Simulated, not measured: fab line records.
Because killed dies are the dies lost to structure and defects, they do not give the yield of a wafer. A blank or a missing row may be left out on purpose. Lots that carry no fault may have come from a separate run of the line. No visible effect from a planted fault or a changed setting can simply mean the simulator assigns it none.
fab line records	flow sky130
[record] lots = 6	wafers = 18	last-day = 50
route steps=708 shown CAPM@546 METAL3@555 PAD_OPEN@708
lots with no fault: from the same line, run without faults
start-h: the number of hours between the record's first day and the start of the first shown wafer of the lot	wait-h: how many hours have passed since the lot's step before this one	" identical to the entry in the row above	L1.1+2: one row covering several wafers at once	- either no value or no given start	* or withheld: withheld	< > ~ a bound
route shown NAME@n: names a module that has steps shown in the file, with the first one's number in the route	usual: mean/standard deviation of fault-free wafers	same: alike in all rows	chamber/n: place in a boat	sites: each site's reading	_std_site: standard deviation of those values	_edge_site: mean of outer sites minus mean of inner sites	radius-mm: how far each site lies from the wafer's centre	mask NAME#n: copy n	behind: tool/chamber where the wafer was last shaped	hold: reason for holding the lot/hours on hold/outcome of the hold	device: the transistor (n, p or np) that didn't switch	end of line: tests of these same wafers at the route's end	a step given without rows: its recipe and nothing more	killed: not the wafer's yield, but the dies lost to structure and defects at the first sort	map: shows each die of a wafer: x if killed, . if not, _ if none is there
set.NAME: the setting the step ran with; set.NAME@STEP: the setting that earlier step ran with	model.NAME: the simulator's own value behind a step, which no gauge read
certain route steps with their lots: each step a table, each wafer a row
services: when a tool's chamber went out of use (start-h, in hours from the record's first day, below 0 if earlier), for how many hours, and the reason
[[steps]]
[step SKY_CAPM_EXPOSE_09]
[recipe] mask-id = CAPM	na = 0.6	source-shape = conventional	sigma-outer = 0.6	polarization = unpolarized	target-cd-nm = 1000	dose-mj = 159
[step SKY_CAPM_PEB_10]
[recipe] temp-c = withheld	time-s = *	resist = NOVOLAK
[step SKY_CAPM_DEVELOP_11]
[recipe] resist = NOVOLAK	developer = TMAH	develop-time-s = 60	dev-temp-c = 23
[step SKY_CAPM_OVL_MEAS_12]
[usual] CAPM_OVL = 0.9/1.3
lot.wafer	tool	chamber	start-h	wait-h	CAPM_OVL[nm]
L385.2	overlay-01	-	903.34	0.1	3.6
L385.4	"	-	"	"	4.6
L385.6	"	-	"	"	1.9
L391.1	overlay-01	-	948.44	0.1	1.3
L391.4	"	-	"	"	1.3
L391.5	"	-	"	"	1.1
L394.4	overlay-02	-	964.46	0.1	-0.4
L394.5	"	-	"	"	-0.7
L394.6	"	-	"	"	-1.1
L397.3	overlay-02	-	1003.28	0.1	1.6
L397.4	"	-	"	"	-0.6
L397.6	"	-	"	"	1.5
L402.1	overlay-02	-	1028.07	0.1	-0.3
L402.2	"	-	"	"	-0.3
L402.6	"	-	"	"	0.6
L401.1	overlay-01	-	1029.53	0.1	0.5
L401.3	"	-	"	"	-0.1
L401.4	"	-	"	"	-0.7
[step SKY_CAPM_METAL_ETCH_13]
[recipe] target-depth-nm = 220	stop-on = SiO2	chemistry = Cl2/BCl3	target = TiN	pressure-mtorr = 10	icp-w = 900	bias-w = 48.5	Cl2_flow_sccm = 60	bcl3-flow-sccm = 30	time-s = 62.9
[usual] drypump-motor-current-A = 5.9/0.44	oes-product-au = 0.943/0.0084	throttle-valve-pct = 21.901/0.01
lot.wafer	tool	chamber	start-h	wait-h	drypump-motor-current-A	oes-product-au	rf-hours-counter-h	throttle-valve-pct
L385.2	rie-metal-04	1	903.39	0.0	5.8	0.955	-	21.876
L385.4	"	1	"	"	5.9	0.950	-	21.905
L385.6	"	1	"	"	5.9	0.958	-	21.898
L391.1	rie-metal-04	0	948.47	0.0	6.7	0.945	1	21.896
L391.4	"	0	"	"	6.7	0.953	-	21.900
L391.5	"	1	"	"	5.9	0.948	-	21.911
L394.4	rie-metal-04	0	964.50	0.0	6.7	0.940	-	21.899
L394.5	"	0	"	"	6.7	0.957	-	21.888
L394.6	"	1	"	"	5.9	0.935	-	21.900
L397.3	rie-metal-02	1	1003.33	0.0	5.9	0.943	-	21.905
L397.4	"	0	"	"	5.7	0.945	-	21.891
L397.6	"	1	"	"	5.9	0.952	-	21.898
L402.1	rie-metal-04	1	1028.10	0.0	5.9	0.949	17	21.904
L402.2	"	0	"	"	6.7	0.948	6	21.910
L402.6	"	0	"	"	6.7	0.938	-	21.889
L401.1	rie-metal-02	0	1029.57	0.0	5.7	0.930	22	21.908
L401.3	"	0	"	"	5.7	0.932	-	21.907
L401.4	"	1	"	"	5.9	0.929	-	21.891
[step SKY_CAPM_STRIP_14]
[recipe] chemistry = O2/N2	power-w = 1400	pressure-mtorr = 1500	platen-temp-c = withheld	o2-flow-sccm = 3000	n2-flow-sccm = 300	overash-fraction = 0.5
[usual] drypump-motor-current-A = 5.7/0.4	oes-product-au = 0.710/0.0044	strip-time-to-endpoint-s = 12.65/0.047
lot.wafer	tool	chamber	start-h	wait-h	drypump-motor-current-A	oes-product-au	rf-hours-counter-h	strip-time-to-endpoint-s
L385.2	plasma-asher-04	1	903.52	0.1	5.3	0.715	49	12.62
L385.4	"	1	"	"	5.3	0.713	-	12.62
L385.6	"	1	"	"	5.3	0.708	-	12.61
L391.1	plasma-asher-01	0	948.55	0.1	5.6	0.714	18	12.64
L391.4	"	0	"	"	5.6	0.708	-	12.60
L391.5	"	0	"	"	5.6	0.704	-	12.68
L394.4	plasma-asher-01	1	964.58	0.1	4.9	0.705	-	12.62
L394.5	"	0	"	"	5.6	0.713	-	12.65
L394.6	"	1	"	"	4.9	0.700	-	12.69
L397.3	plasma-asher-04	1	1003.41	0.1	5.3	0.708	-	12.59
L397.4	"	0	"	"	5.5	0.715	-	12.64
L397.6	"	0	"	"	5.6	0.705	-	12.63
L402.1	plasma-asher-02	1	1028.18	0.1	6.0	0.704	93	12.71
L402.2	"	0	"	"	6.0	0.708	93	12.69
L402.6	"	1	"	"	6.0	0.716	-	12.67
L401.1	plasma-asher-02	0	1029.65	0.1	6.0	0.707	93	12.59
L401.3	"	1	"	"	6.0	0.706	-	12.56
L401.4	"	0	"	"	6.0	0.700	-	12.59
[step SKY_CAPM_STRIP_15]
[recipe] chemistry = post-etch-residue-remover	time-s = 1200	temp-c = 72.5
[step SKY_CAPM_CLEAN_16]
[recipe] chemistry = IPA	time-s = 180	temp-c = 25
[step SKY_CAPM_CLEAN_17]
[recipe] chemistry = O3/DIW	dry = n2-spin
[step SKY_METAL3_DEHYDRATE_05]
[recipe] temp-c = 200	time-s = 60
[step SKY_METAL3_HMDS_06]
[recipe] prime-time-s = 60	prime-temp-c = 120
[step SKY_METAL3_COAT_07]
[recipe] resist = BARC	temp-c = withheld	time-s = withheld	spin-rpm = 3000	resist-thk-nm = 60
[step SKY_METAL3_COAT_08]
[recipe] resist = KrF-thick	spin-rpm = 3000	resist-thk-nm = 1154
[usual] spin-speed-rpm = 3000.0/2.1
lot.wafer	tool	chamber	start-h	wait-h	spin-speed-rpm	model.KrF-thick_of_METAL3_COAT_08.thk-nm
L385.2	litho-track-03	0	916	-	3003.0	1156
L385.4	"	0	"	"	3001.1	1156
L385.6	"	0	"	"	3001.2	1159
L391.1	litho-track-01	0	959	-	3001.7	1156
L391.4	"	0	"	"	3005.9	1158
L391.5	"	0	960	-	2998.2	1157
L394.4	litho-track-03	0	977	-	2881.5	1181
L394.5	"	0	"	"	2883.5	1183
L394.6	"	0	"	"	2886.1	1181
L397.3	litho-track-03	0	1015	-	2885.7	1171
L397.4	"	0	"	"	2882.4	1173
L397.6	"	0	"	"	2884.4	1174
L402.1	litho-track-01	0	1040	-	3000.7	1159
L402.2	"	0	"	"	3000.4	1161
L402.6	"	0	"	"	2999.2	1160
L401.1	litho-track-02	0	1041	-	3000.7	1156
L401.3	"	0	"	"	3001.1	1158
L401.4	"	0	"	"	3000.9	1154
[step SKY_METAL3_SOFTBAKE_09]
[recipe] temp-c = 100	time-s = 90	resist = KrF-thick
[step SKY_METAL3_EXPOSE_10]
[recipe] mask-id = MM3	na = 0.68	source-shape = annular	sigma-inner = 0.4	sigma-outer = 0.8	target-cd-nm = 300	dose-mj = 28
[step SKY_METAL3_PEB_11]
[recipe] peb-temp-c = withheld	peb-time-s = withheld	resist = KrF-thick
[step SKY_METAL3_DEVELOP_12]
[recipe] develop-time-s = 60	resist = KrF-thick	dev-temp-c = 21
[step SKY_METAL3_CD_MEAS_13]
[recipe] target-cd-nm = 300
[usual] cd-nm = 300.3/1.2
lot.wafer	tool	chamber	start-h	wait-h	cd-nm
L385.2	cd-sem-02	-	928.56	-	299.4
L385.4	"	-	"	"	299.4
L385.6	"	-	"	"	299.4
L391.1	cd-sem-01	-	972.69	-	301.4
L391.4	"	-	"	"	301.5
L391.5	"	-	"	"	301.3
L394.4	cd-sem-02	-	988.69	-	302.0
L394.5	"	-	"	"	301.0
L394.6	"	-	"	"	300.5
L397.3	cd-sem-01	-	1026.28	-	303.1
L397.4	"	-	"	"	301.3
L397.6	"	-	"	"	300.9
L402.1	cd-sem-01	-	1051.48	-	300.8
L402.2	"	-	"	"	300.9
L402.6	"	-	"	"	301.0
L401.1	cd-sem-01	-	1052.67	-	301.6
L401.3	"	-	"	"	300.1
L401.4	"	-	"	"	300.6
[step SKY_METAL3_OVL_MEAS_14]
[usual] METAL3_OVL = -2/5.4
lot.wafer	tool	chamber	start-h	wait-h	METAL3_OVL[nm]
L385.2	overlay-01	-	928.66	0.1	-4
L385.4	"	-	"	"	1
L385.6	"	-	"	"	-10
L391.1	overlay-01	-	972.81	0.1	-9
L391.4	"	-	"	"	-7
L391.5	"	-	"	"	0
L394.4	overlay-02	-	988.76	0.1	-4
L394.5	"	-	"	"	1
L394.6	"	-	"	"	0
L397.3	overlay-01	-	1026.37	0.1	-1
L397.4	"	-	"	"	5
L397.6	"	-	"	"	4
L402.1	overlay-02	-	1051.60	0.1	-11
L402.2	"	-	"	"	-18
L402.6	"	-	"	"	-14
L401.1	overlay-01	-	1052.79	0.1	-6
L401.3	"	-	"	"	-3
L401.4	"	-	"	"	-4
[step SKY_METAL3_DESCUM_15]
[recipe] chemistry = O2	source-power-w = 150	bias-power-w = 0	pressure-mtorr = 10	temp-c = 40	time-s = 8
[usual] drypump-motor-current-A = 5.6/0.38	oes-product-au = 0.999/0.0094
lot.wafer	tool	chamber	start-h	wait-h	drypump-motor-current-A	oes-product-au	rf-hours-counter-h
L385.2	rie-metal-02	1	928.69	0.0	5.9	0.999	11
L385.4	"	1	"	"	5.9	1.016	-
L385.6	"	1	"	"	5.9	1.004	-
L391.1	rie-metal-02	0	972.84	0.0	5.8	1.009	20
L391.4	"	0	"	"	5.7	1.004	-
L391.5	"	0	"	"	5.7	1.006	-
L394.4	rie-metal-02	1	988.81	0.0	5.9	1.000	-
L394.5	"	1	"	"	5.9	1.006	-
L394.6	"	1	"	"	5.9	1.008	-
L397.3	rie-metal-02	0	1026.42	0.0	5.7	1.000	-
L397.4	"	0	"	"	5.8	1.014	-
L397.6	"	0	"	"	5.8	1.012	-
L402.1	rie-metal-03	0	1051.63	0.0	4.9	1.002	19
L402.2	"	1	"	"	5.4	0.988	17
L402.6	"	0	"	"	4.9	0.992	-
L401.1	rie-metal-01	1	1052.82	0.0	5.0	0.979	19
L401.3	"	0	"	"	5.8	0.989	-
L401.4	"	1	"	"	5.0	0.982	-
[step SKY_METAL3_ETCH_16]
[recipe] chemistry = N2/H2	target = BARC	ion-energy-ev = 200	bias-w = 100	pressure-mtorr = 30	n2-flow-sccm = 100	h2-flow-sccm = 200	icp-w = 500	stop-on = SiO2	time-s = 88.2	target-depth-a = 600
[usual] drypump-motor-current-A = 5.6/0.38	h2-flow-sccm = 200.0/0.7	oes-product-au = 0.626/0.005	throttle-valve-pct = 13.205/0.0094
lot.wafer	tool	chamber	start-h	wait-h	drypump-motor-current-A	h2-flow-sccm	oes-product-au	rf-hours-counter-h	throttle-valve-pct
L385.2	rie-metal-02	1	928.72	0.0	5.9	201.3	0.619	11	13.213
L385.4	"	1	"	"	5.9	200.4	0.625	-	13.205
L385.6	"	1	"	"	5.9	201.1	0.628	-	13.214
L391.1	rie-metal-02	0	972.88	0.0	5.8	199.7	0.635	20	13.210
L391.4	"	0	"	"	5.8	199.1	0.618	-	13.215
L391.5	"	0	"	"	5.8	199.0	0.635	-	13.193
L394.4	rie-metal-02	1	988.94	0.1	5.9	199.1	0.629	-	13.203
L394.5	"	1	"	"	6.0	199.0	0.624	-	13.202
L394.6	"	1	"	"	5.9	199.7	0.624	-	13.204
L397.3	rie-metal-02	0	1026.52	0.1	5.8	200.9	0.618	-	13.205
L397.4	"	0	"	"	5.8	200.6	0.625	-	13.202
L397.6	"	0	"	"	5.7	200.6	0.634	-	13.189
L402.1	rie-metal-03	0	1051.66	0.0	4.9	200.6	0.634	19	13.214
L402.2	"	1	"	"	5.4	200.3	0.633	17	13.208
L402.6	"	0	"	"	4.9	200.0	0.632	-	13.211
L401.1	rie-metal-01	1	1052.85	0.0	5.0	200.9	0.629	19	13.204
L401.3	"	0	"	"	5.8	199.7	0.616	-	13.214
L401.4	"	1	"	"	5.0	199.8	0.627	-	13.186
[step SKY_METAL3_ETCH_17]
[recipe] target = SiO2	stop-on = TiN	chemistry = C4F8/O2/Ar	source-w = 1500	bias-w = 1200	pressure-mtorr = 40	c4f8-flow-sccm = withheld	O2_flow_sccm = 6	Ar_flow_sccm = 300	time-s = 3.9	target-depth-a = 150
[usual] oes-product-au = 0.754/0.0075
lot.wafer	tool	chamber	start-h	wait-h	oes-product-au	rf-hours-counter-h
L385.2	rie-diel-03	1	928.82	0.1	0.750	18
L385.4	"	0	"	"	0.756	10
L385.6	"	0	"	"	0.744	-
L391.1	rie-diel-02	0	972.97	0.1	0.744	2
L391.4	"	3	"	"	0.760	1
L391.5	"	2	"	"	0.751	-
L394.4	rie-diel-01	3	989.04	0.1	0.749	8
L394.5	"	3	"	"	0.763	-
L394.6	"	0	"	"	0.764	-
L397.3	rie-diel-03	2	1026.65	0.1	0.755	21
L397.4	"	3	"	"	0.766	14
L397.6	"	1	"	"	0.744	-
L402.1	rie-diel-03	0	1051.76	0.1	0.758	14
L402.2	"	2	"	"	0.749	22
L402.6	"	1	"	"	0.770	-
L401.1	rie-diel-02	2	1052.95	0.1	0.762	15
L401.3	"	3	"	"	0.760	3
L401.4	"	1	"	"	0.743	20
[step SKY_METAL3_METAL_ETCH_18]
[recipe] target-depth-a = 8450	stop-on = SiO2	over-etch-frac = 0.3	time-s = 183.1	chemistry = Cl2/BCl3	resist-sidewall-deg = 88	pressure-mtorr = 10	icp-w = 900	bias-w = 48.5	Cl2_flow_sccm = 60	bcl3-flow-sccm = 30
[usual] drypump-motor-current-A = 5.5/0.4	oes-product-au = 0.871/0.007	throttle-valve-pct = 22.263/0.0096
lot.wafer	tool	chamber	start-h	wait-h	drypump-motor-current-A	oes-product-au	rf-hours-counter-h	throttle-valve-pct	model.KrF-thick_of_METAL3_COAT_08.thk-nm
L385.2	rie-metal-01	0	928.84	0.0	5.8	0.875	11.1	22.267	555.8
L385.4	"	0	"	"	5.8	0.868	-	22.266	549.3
L385.6	"	0	"	"	5.8	0.879	-	22.259	552.6
L391.1	rie-metal-03	1	972.99	0.0	5.4	0.882	12.2	22.275	546.4
L391.4	"	1	"	"	5.4	0.860	-	22.271	547
L391.5	"	1	"	"	5.4	0.874	-	22.262	545.9
L394.4	rie-metal-01	0	989.12	0.1	5.8	0.867	-	22.269	569.2
L394.5	"	1	"	"	5.0	0.863	-	22.249	578.3
L394.6	"	0	"	"	5.8	0.860	-	22.263	572.8
L397.3	rie-metal-01	1	1026.73	0.1	5.0	0.864	-	22.260	570.8
L397.4	"	0	"	"	5.8	0.873	-	22.268	565.8
L397.6	"	1	"	"	5.0	0.868	-	22.250	575.3
L402.1	rie-metal-01	0	1051.78	0.0	5.8	0.876	17.5	22.266	551.4
L402.2	"	1	"	"	5.0	0.867	18.4	22.265	564.7
L402.6	"	0	"	"	5.8	0.872	-	22.272	560.4
L401.1	rie-metal-02	1	1052.97	0.0	5.9	0.874	18.4	22.280	549.5
L401.3	"	1	"	"	5.9	0.868	-	22.267	553.5
L401.4	"	1	"	"	5.9	0.882	-	22.253	550.2
[step SKY_METAL3_STRIP_19]
[recipe] chemistry = O2/N2	power-w = 1400	pressure-mtorr = 1500	platen-temp-c = withheld	o2-flow-sccm = 3000	n2-flow-sccm = 300	overash-fraction = 0.5
[usual] drypump-motor-current-A = 5.7/0.38	oes-product-au = 0.511/0.0056	strip-time-to-endpoint-s = 6.73/0.068
lot.wafer	tool	chamber	start-h	wait-h	drypump-motor-current-A	oes-product-au	rf-hours-counter-h	strip-time-to-endpoint-s
L385.2	plasma-asher-02	1	929.02	0.1	6.0	0.514	83	6.82
L385.4	"	0	"	"	6.0	0.509	-	6.75
L385.6	"	1	"	"	6.0	0.511	-	6.81
L391.1	plasma-asher-03	1	973.17	0.1	5.8	0.510	112	6.72
L391.4	"	0	"	"	5.9	0.505	-	6.73
L391.5	"	0	"	"	5.9	0.504	-	6.75
L394.4	plasma-asher-02	1	989.27	0.1	6.0	0.512	-	6.94
L394.5	"	1	"	"	6.0	0.527	-	7.03
L394.6	"	0	"	"	6.0	0.516	-	6.98
L397.3	plasma-asher-03	0	1026.88	0.1	5.8	0.527	-	6.98
L397.4	"	1	"	"	5.8	0.517	-	6.91
L397.6	"	1	"	"	5.8	0.521	-	7.00
L402.1	plasma-asher-03	0	1051.96	0.1	5.9	0.507	120	6.78
L402.2	"	1	"	"	5.7	0.518	120	6.91
L402.6	"	0	"	"	5.9	0.518	-	6.85
L401.1	plasma-asher-03	0	1053.33	0.3	5.9	0.512	120	6.76
L401.3	"	1	"	"	5.8	0.509	-	6.81
L401.4	"	0	"	"	5.9	0.506	-	6.77
[step SKY_METAL3_STRIP_20]
[recipe] chemistry = post-etch-residue-remover	time-s = 1200	temp-c = 72.5
[step SKY_PAD_OPEN_PROBE_99]
[usual] defect-limited-yield = 82.8/1.7	killed_at_M0_to_M3 = 43/6.2	killed_at_M4_up = 2.8/1.7	killed-at-contacts = 24/4.8	killed-at-front-end = 15/4.3	killed-at-other = 0.3/0.55	killed-dies = 85/8.4	killed-open = 46/6.7	killed-short = 38/6.2	sort_bin_3_pad_short = 0.9/0.46	sort_bin_5_function = 10.2/1.3	sort_bin_6_memory = 6.1/0.9	sort-n-pass = 407/8.4	sort-yield-pct = 82.8/1.7
[same] gross-dies = 492	killed-at-back-side = 0	sort_bin_4_leakage[%] = 0	sort_bin_8_speed[%] = 0
lot.wafer	tool	chamber	start-h	wait-h	defect-limited-yield[%]	killed_at_M0_to_M3	killed_at_M4_up	killed-at-contacts	killed-at-front-end	killed-at-other	killed-dies	killed-open	killed-short	sort_bin_3_pad_short[%]	sort_bin_5_function[%]	sort_bin_6_memory[%]	sort-n-pass	sort-yield-pct[%]
L391.1	prober-01	-	1131.60	0.1	82.7	43	1	29	12	0	85	50	35	0.4	10.2	6.7	407	82.7
L391.4	prober-01	-	1131.75	0.2	83.1	43	4	19	17	0	83	41	41	1.2	10.0	5.7	409	83.1
L391.5	prober-01	-	1131.80	0.2	83.9	47	3	20	9	0	79	39	40	0.2	10.2	5.7	413	83.9
L394.4	prober-01	-	1145.43	0.2	83.1	36	4	21	22	0	83	46	37	0.6	9.6	6.7	409	83.1
L394.5	prober-01	-	1145.48	0.2	81.3	50	3	24	15	0	92	54	37	0.8	11.0	6.9	400	81.3
L394.6	prober-01	-	1145.53	0.2	83.5	46	4	20	11	0	81	50	30	0.6	9.6	6.3	411	83.5
L402.1	prober-01	-	1195.09	0.1	83.1	45	7	17	14	0	83	45	38	0.8	9.1	6.9	409	83.1
L402.2	prober-01	-	1195.14	0.1	82.3	54	3	16	14	0	87	46	41	1.0	11.0	5.7	405	82.3
L402.6	prober-01	-	1195.34	0.2	84.3	39	2	26	10	0	77	36	41	0.8	10.0	4.9	415	84.3
// killed by level:class
L391.1 CONTACT:geometric-particle:open=13 VIA1:geometric-particle:open=9 VIA2:geometric-particle:open=8 LI_CONTACT:geometric-particle:open=7 VIA1:geometric-particle:short=5 METAL1:geometric-particle:short=5 METAL2:geometric-particle:short=5 VIA3:geometric-particle:open=5
L391.4 VIA1:geometric-particle:open=11 VIA1:geometric-particle:short=7 POLY_GATE:geometric-particle:open=5 METAL1:geometric-particle:short=5 VIA2:geometric-particle:open=5 FIELD_ISO:geometric-particle:open=4 FIELD_ISO:geometric-particle:short=4 CONTACT:geometric-particle:open=4
L391.5 VIA3:geometric-particle:open=9 CONTACT:geometric-particle:open=8 VIA1:geometric-particle:open=8 CONTACT:geometric-particle:short=6 VIA1:geometric-particle:short=5 VIA2:geometric-particle:open=5 METAL3:geometric-particle:short=5 VIA3:geometric-particle:short=5
L394.4 FIELD_ISO:geometric-particle:open=7 CONTACT:geometric-particle:open=7 VIA2:geometric-particle:open=7 FIELD_ISO:geometric-particle:short=6 VIA1:geometric-particle:open=6 CONTACT:geometric-particle:short=5 METAL1:geometric-particle:short=5 LI_CONTACT:geometric-particle:open=4
L394.5 CONTACT:geometric-particle:open=9 LI_CONTACT:geometric-particle:open=9 VIA3:geometric-particle:open=9 VIA1:geometric-particle:open=8 VIA2:geometric-particle:open=7 METAL2:geometric-particle:short=6 METAL1:geometric-particle:short=5 POLY_GATE:geometric-particle:short=4
L394.6 VIA1:geometric-particle:open=18 VIA3:geometric-particle:open=9 LI_CONTACT:geometric-particle:open=7 CONTACT:geometric-particle:open=5 FIELD_ISO:geometric-particle:short=4 METAL1:geometric-particle:short=4 LOCAL_INTERCONNECT:geometric-particle:short=3 CONTACT:geometric-particle:short=3
L402.1 VIA1:geometric-particle:open=12 VIA2:geometric-particle:open=10 VIA1:geometric-particle:short=8 LOCAL_INTERCONNECT:geometric-particle:short=6 CONTACT:geometric-particle:open=6 METAL4:geometric-particle:short=6 VIA3:geometric-particle:open=5 POLY_GATE:geometric-particle:open=5
L402.2 VIA1:geometric-particle:open=17 METAL1:geometric-particle:short=10 LI_CONTACT:geometric-particle:open=8 POLY_GATE:geometric-particle:short=5 VIA1:geometric-particle:short=5 METAL2:geometric-particle:short=5 LI_CONTACT:geometric-particle:short=4 VIA2:geometric-particle:open=4
L402.6 LI_CONTACT:geometric-particle:open=8 VIA1:geometric-particle:open=7 CONTACT:geometric-particle:short=6 METAL1:geometric-particle:short=5 VIA1:geometric-particle:short=5 METAL3:geometric-particle:short=5 LI_CONTACT:geometric-particle:short=4 CONTACT:geometric-particle:open=4
[[services]]
tool	chamber	start-h	hours	kind
rie-diel-02	0	890.97	-	clean
rie-diel-02	0	890.97	22.2	scheduled-down
rie-diel-02	0	890.97	22.2	vent-cycle
rie-diel-02	3	896.88	4.8	repair
rie-metal-04	0	902.08	-	clean
rie-metal-04	0	902.08	16.8	scheduled-down
rie-metal-04	0	902.08	16.8	vent-cycle
rie-diel-02	-	908.70	4.3	pm
rie-metal-04	-	936.96	0.4	repair
rie-diel-01	2	942.90	8.1	repair
plasma-asher-03	-	952.13	2.9	repair
rie-metal-02	0	982.87	14.9	repair
rie-diel-02	-	998.52	15.6	pm
plasma-asher-04	-	1007.67	14.6	pm
rie-metal-04	-	1010.25	2.8	pm
rie-metal-04	-	1013.62	2.3	repair
rie-diel-02	3	1015.45	5.2	repair
rie-metal-02	1	1025.71	2.6	repair
rie-diel-01	1	1028.03	23.8	repair
rie-metal-02	0	1042.79	-	clean
rie-metal-02	0	1042.79	15.8	scheduled-down
rie-metal-02	0	1042.79	15.8	vent-cycle
rie-diel-01	-	1049.20	0.9	repair
rie-metal-02	-	1049.90	1.0	repair
[[key]]
[first-sign] step = SKY_METAL3_COAT_08	reading = spin-speed-rpm	direction = down	sigmas = 55	usual = 3000.0	struck = 2884.0
[effect] step = SKY_METAL3_STRIP_19	reading = strip-time-to-endpoint-s	direction = up	sigmas = 3.6	usual = *	struck = *
[model-effect] step = SKY_METAL3_COAT_08	value = KrF-thick_of_METAL3_COAT_08.thk-nm	without = 1154	struck = 1177
[model-effect] step = SKY_METAL3_METAL_ETCH_18	value = KrF-thick_of_METAL3_COAT_08.thk-nm	without = 548.6	struck = 572
met-at SKY_METAL3_COAT_08
struck-wafers L394.4,L394.5,L394.6,L397.3,L397.4,L397.6
onset-between 916 977
[fault] kind = process-parameter-drift	tool = litho-track-03	chamber = -	onset-h = 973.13	steps = SKY_METAL3_COAT_08	channel = spin-rpm	offset = -118.21	shape = step	end-h = 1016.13	acts-in = these-recipes-only	stated = 3000
